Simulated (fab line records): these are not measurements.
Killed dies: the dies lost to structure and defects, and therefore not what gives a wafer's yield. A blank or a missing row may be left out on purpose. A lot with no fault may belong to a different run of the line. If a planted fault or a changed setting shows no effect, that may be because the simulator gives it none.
Check for tools in common + flow gf180mcu + Lots sampled 10, wafers sampled 36

== WHY IT WAS OPENED ==
GF_V1_RS_MEAS_24, reading V1_W_RS: flagged on 2 of 10 lots. Fault-free wafers read 0.323 ohm/sq, with a standard deviation of 0.0044.
Rule: flag the lot when none of its wafers has a number, or when each of its wafers that has one lies beyond 4 standard deviations from that mean. As for the other lots, they are considered sound.

| lot  | measured     | on           | V1_W_RS (ohm/sq), wafer by wafer    | flag    |
|------|--------------|--------------|-------------------------------------|---------|
| L183 | day 19 12:26 | filmMetro-02 | 0.322 0.319 0.322                   |         |
| L184 | day 19 20:23 | filmMetro-03 | 0.227 0.228 0.227 0.227 0.229 0.227 | FLAGGED |
| L185 | day 20 07:30 | filmMetro-02 | 0.227 0.226 0.227 0.226 0.227 0.226 | FLAGGED |
| L195 | day 24 02:13 | filmMetro-01 | 0.327 0.327 0.326                   |         |
| L196 | day 24 11:28 | filmMetro-01 | 0.328 0.329 0.333                   |         |
| L197 | day 24 13:43 | filmMetro-01 | 0.336 0.332 0.333                   |         |
| L198 | day 24 22:34 | filmMetro-02 | 0.324 0.328 0.322                   |         |
| L199 | day 25 04:44 | filmMetro-01 | 0.318 0.317 0.316                   |         |
| L200 | day 25 23:29 | filmMetro-01 | 0.331 0.327 0.329                   |         |
| L202 | day 26 09:11 | filmMetro-02 | 0.321 0.326 0.324                   |         |
On average the flagged lots' numbers are 0.227 ohm/sq, which is -0.096 ohm/sq against the usual, or -22 standard deviations.

== LOT BY LOT: THE TOOL USED ==
The record holds 1 process step before the reading, out of a route of 602 steps. Every cell lists first the tool, next ch and the chambers used by the sampled wafers, and last the start.
| lot  | flag    | GF_V1_CVD_23                 |
|------|---------|------------------------------|
| L183 |         | cvdW-01 ch 0,1, day 19 12:19 |
| L184 | FLAGGED | cvdW-01 ch 0,1, day 19 20:16 |
| L185 | FLAGGED | cvdW-01 ch 0,1, day 20 07:22 |
| L195 |         | cvdW-01 ch 0,1, day 24 02:06 |
| L196 |         | cvdW-01 ch 0,1, day 24 11:22 |
| L197 |         | cvdW-01 ch 0,1, day 24 13:36 |
| L198 |         | cvdW-01 ch 0,1, day 24 22:27 |
| L199 |         | cvdW-02 ch 1, day 25 04:32   |
| L200 |         | cvdW-01 ch 0,1, day 25 23:22 |
| L202 |         | cvdW-01 ch 0,1, day 26 09:04 |
What these steps do:
- GF_V1_CVD_23: deposits W, target thk 350 nm, time 105.05 s.
- GF_V1_RS_MEAS_24: measures by four-point-probe.

== FLAGGED AGAINST TOTAL, ONE TOOL AT A TIME (gauges that did the reading follow at the end) ==
| step             | tool         | lots run | flagged | share of the flagged lots | sound lots run after its first flagged lot |
|------------------|--------------|----------|---------|---------------------------|--------------------------------------------|
| GF_V1_CVD_23     | cvdW-01      | 9        | 2       | all                       | 6 (L195,L196,L197,L198,L200,L202)          |
| GF_V1_CVD_23     | cvdW-02      | 1        | 0       | none                      | -                                          |
| GF_V1_RS_MEAS_24 | filmMetro-01 | 5        | 0       | none                      | -                                          |
| GF_V1_RS_MEAS_24 | filmMetro-02 | 4        | 1       | some                      | 2 (L198,L202)                              |
| GF_V1_RS_MEAS_24 | filmMetro-03 | 1        | 1       | some                      | 0                                          |

== WHAT THE TABLE PERMITS ==
1 row of the table ran every flagged lot: cvdW-01 at GF_V1_CVD_23.
- cvdW-01 at GF_V1_CVD_23: 2 of its 9 lots flagged. Sound lots ran on it after the first flagged one (L195, L196, L197, L198, L200, L202), which a lasting fault on the whole tool wouldn't allow.
Every row of the table either missed a flagged lot or ran a sound lot after the first.

== WHAT WAS PUT IN BY THE SIMULATOR ==
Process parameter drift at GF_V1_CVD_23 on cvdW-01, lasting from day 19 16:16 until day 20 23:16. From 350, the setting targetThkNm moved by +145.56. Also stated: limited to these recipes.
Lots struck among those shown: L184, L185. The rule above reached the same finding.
